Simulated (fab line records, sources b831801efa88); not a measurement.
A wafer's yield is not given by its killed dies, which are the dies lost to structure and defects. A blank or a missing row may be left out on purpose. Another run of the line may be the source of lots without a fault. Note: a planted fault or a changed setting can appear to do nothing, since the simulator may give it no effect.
One fault through the eyes of 2 desks + flow sky130 + each desk has only its own numbers; what lay behind them comes last

## AT THE TOOL OWNER'S DESK: implanter-03
The tool's own readings at SKY_NWELL_IMPLANT_24, given as means over the sampled wafers that have a number, one for each lot that went through this tool. The brackets show how far a lot's mean lies from the usual mean; more than 4 standard deviations puts the lot out of limits, marked OUT.
Columns: A = beam-energy-keV at SKY_NWELL_IMPLANT_24, usual 140.00
| lot  | first seen here | A                |
|------|-----------------|------------------|
| L194 | day 6 19:21     | 140.01           |
| L196 | day 7 08:45     | 142.27 (+58) OUT |
| L198 | day 7 14:56     | 142.24 (+57) OUT |
| L201 | day 8 13:03     | 142.18 (+56) OUT |
| L210 | day 11 23:17    | 140.02           |
Finding of this desk: L196, L198, L201 out of limits; the first was L196 at day 7 08:45, on beam-energy-keV at SKY_NWELL_IMPLANT_24. Within limits: L194, L210.

## AT THE METROLOGY DESK
What the gauges read, lot by lot, whatever tool the lot ran on: means of the sampled wafers that have a number. The brackets show how far a lot's mean lies from the usual mean; more than 4 standard deviations puts the lot out of limits, marked OUT.
Columns: A = NWELL_TW at SKY_NWELL_TW_MEAS_15, usual 1818; B = NWELL_01_OVL at SKY_NWELL_OVL_MEAS_23, usual -0.6 nm
| lot  | first seen here | A    | B    |
|------|-----------------|------|------|
| L193 | day 5 15:48     | 1801 | -0.4 |
| L194 | day 6 00:30     | 1829 | -2.2 |
| L196 | day 6 14:51     | 1809 | 0.1  |
| L198 | day 6 20:54     | 1808 | -1.3 |
| L201 | day 7 17:53     | 1820 | 0.3  |
| L205 | day 8 18:00     | 1816 | -0.0 |
| L210 | day 10 23:18    | 1821 | -0.7 |
This desk's finding: nothing out of limits on any of the 7 lots.

## ALL TOGETHER
The tool owner's desk had the chance to raise an alarm at day 7 08:45 on L196, L198, L201.
At the metrology desk, nothing out of limits was observed.
The metrology desk holds a record of L196, L198, L201, inside its limits.
On implanter-03, each named lot ran SKY_NWELL_IMPLANT_24.

## WHAT WAS PUT IN BY THE SIMULATOR
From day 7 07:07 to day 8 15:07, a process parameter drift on implanter-03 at SKY_NWELL_IMPLANT_24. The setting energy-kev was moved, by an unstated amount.
Struck lots among those shown: L196, L198, L201.
Delay in hours, fault start to first out-of-limits reading, by desk: the tool owner's desk at 2.
